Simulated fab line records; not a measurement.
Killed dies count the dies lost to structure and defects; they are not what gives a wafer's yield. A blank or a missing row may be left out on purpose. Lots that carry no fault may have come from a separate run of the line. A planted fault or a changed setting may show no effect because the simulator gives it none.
Which tool did it?    flow sky130    Sampling: 11 lots, 33 wafers, 2 of 708 route steps

## WHAT EACH GAUGE READ, for each wafer
SKY_CAPM_OVL_MEAS_12.
lot   measured      on          CAPM_OVL (nm)
L804  day 38 10:46  overlay-01  2.1 -1.0 -0.6
L805  day 38 18:37  overlay-02  1.2 -0.3 -2.8
L806  day 38 21:19  overlay-02  -2.0 -0.7 -1.8
L808  day 39 12:22  overlay-02  2.1 0.7 2.2
L809  day 39 20:10  overlay-02  -0.6 -0.6 0.9
L813  day 41 06:34  overlay-02  0.1 -0.9 -1.1
L817  day 42 08:13  overlay-01  4.5 2.4 2.0
L821  day 43 09:16  overlay-02  1.7 0.5 1.6
L822  day 43 13:43  overlay-02  0.6 0.4 1.5
L823  day 43 23:32  overlay-01  1.1 3.2 1.8
L824  day 44 03:07  overlay-02  -1.1 -1.2 -1.4

## WHAT TOOL EACH LOT RAN ON (gives the tool, then ch and the chambers of the sampled wafers, and finally the start)
lot   SKY_VIA2_SPUTTER_20
L804  pvd sputter-02, day 37 08:10
L805  pvd sputter-01, day 37 16:51
L806  pvd sputter-01, day 37 19:40
L808  pvd sputter-03, day 38 11:03
L809  pvd sputter-01, day 38 18:52
L813  pvd sputter-03, day 40 05:11
L817  pvd sputter-01, day 41 07:55
L821  pvd sputter-03, day 42 09:32
L822  pvd sputter-02, day 42 13:31
L823  pvd sputter-02, day 43 00:09
L824  pvd sputter-02, day 43 03:56
- SKY_VIA2_SPUTTER_20: material TiN, target thk 20 nm, time 80 s.

## THE ANSWER, worked out from the rows above alone
Rule: what is usual is taken from the lots themselves. The widest of any qualifying gaps counts: lots, ordered by their means at a reading, are off when they make up no more than a third of the lots, leave a main group of 4 or more, and stand apart from it by 3 or more times the standard deviation of that group's means. A main group is skipped when, at the precision printed for the reading in the tables above, its means are all equal. A lot without any number at a reading at which 4 lots or more have one is off too. Where the step has rows for the other lots, those lots are counted as sound.
No lot is off on any of the readings shown, so nothing can be concluded from this.

## WHAT HAD BEEN PUT IN BY THE SIMULATOR
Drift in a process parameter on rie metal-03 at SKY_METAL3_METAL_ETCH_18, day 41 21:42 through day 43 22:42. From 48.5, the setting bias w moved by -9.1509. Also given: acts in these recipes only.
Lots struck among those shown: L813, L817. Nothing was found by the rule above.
